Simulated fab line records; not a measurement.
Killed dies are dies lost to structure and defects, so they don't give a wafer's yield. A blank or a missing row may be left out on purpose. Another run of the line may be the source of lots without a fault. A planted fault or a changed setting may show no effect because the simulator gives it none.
Comparing a struck lot with a sound one | flow sky130 | 18 out of 708 route steps
Sound: wafers L645.1, L645.2, L645.5. Wafers L659.2, L659.5, L659.6 were the ones struck. The cause comes at the end.
Per side, at each step with rows, come the tool, then ch with its chambers, and then its first start. Under that, the readings that differ: sound wafers | struck wafers | difference of the means | sigmas: that difference in standard deviations of wafers without a fault.
alike: readings with means less than 2 such deviations apart, plus words and numbers identical on both sides. not compared: withheld readings, readings lacking a value on some wafer, bounds such as >300 that could conceal the same value, and numbers that have no deviation in the record and whose values overlap.
The two part at a step that has a row with sigmas, a row that says differs or no value, or rows on one side only. Non-overlapping numbers with no deviation appear without sigmas and do not part them. Lack of a reading on every wafer of one side parts them only where that side has two or more wafers.

first, 6 steps without rows for these wafers: SKY_RES_XHIGH_COAT_02 (resist thk 1140 nm); SKY_RES_XHIGH_SOFTBAKE_03 (time 60 s); SKY_RES_XHIGH_EXPOSE_04 (exposes mask URPM, target cd 1270 nm); SKY_RES_XHIGH_PEB_05; SKY_RES_XHIGH_DEVELOP_06 (develop time 60 s); SKY_RES_XHIGH_IMPLANT_07.
SKY_RES_XHIGH_STRIP_08: strips in O2/N2.
  sound on plasma asher-03 ch 0,1, day 27 07:17; struck on plasma asher-04 ch 0,1, day 31 21:45
  alike: drypump motor current A, oes product au, strip time to endpoint s
  not compared: rf hours counter h
SKY_RES_XHIGH_TW_MEAS_09:
  sound on film metro-02, day 27 07:23; struck on film metro-02, day 31 21:52
  alike: RES_XHIGH_TW
then, 4 steps without rows for these wafers: SKY_SD_N_DEHYDRATE_00 (time 60 s); SKY_SD_N_HMDS_01 (prime time 60 s); SKY_SD_N_COAT_02 (resist thk 1140 nm); SKY_SD_N_SOFTBAKE_03 (time 60 s).
SKY_SD_N_EXPOSE_04: exposes mask NSDM, target cd 380 nm.
  sound on iline stepper-02 ch 0, day 27 21:38; struck on iline stepper-02 ch 0, day 32 11:47
  reading                      | sound                   | struck               | difference | sigmas
  model.SD_N.overlay x nm (nm) | -0.9002 -0.9002 -0.9002 | -141.2 -141.2 -141.2 | -140.3     |
  alike: mask
then, 2 steps without rows for these wafers: SKY_SD_N_PEB_05; SKY_SD_N_DEVELOP_06 (develop time 60 s).
SKY_SD_N_CD_MEAS_07: target cd 380 nm.
  sound on cd sem-01, day 28 13:02; struck on cd sem-02, day 33 01:25
  alike: cd nm
SKY_SD_N_OVL_MEAS_08:
  sound on overlay-02, day 28 13:09; struck on overlay-02, day 33 01:44
  reading       | sound         | struck               | difference | sigmas
  SD_N_OVL (nm) | -1.4 -1.6 0.3 | -142.4 -141.8 -143.0 | -141.5     | -99 or more
  not compared: hold
after that, 1 step had no rows for these wafers: SKY_PAD_OPEN_PROBE_99.

## WHERE THEY PART
Only at SKY_SD_N_OVL_MEAS_08, as far as this record shows.

WHY: whatever the simulator had introduced
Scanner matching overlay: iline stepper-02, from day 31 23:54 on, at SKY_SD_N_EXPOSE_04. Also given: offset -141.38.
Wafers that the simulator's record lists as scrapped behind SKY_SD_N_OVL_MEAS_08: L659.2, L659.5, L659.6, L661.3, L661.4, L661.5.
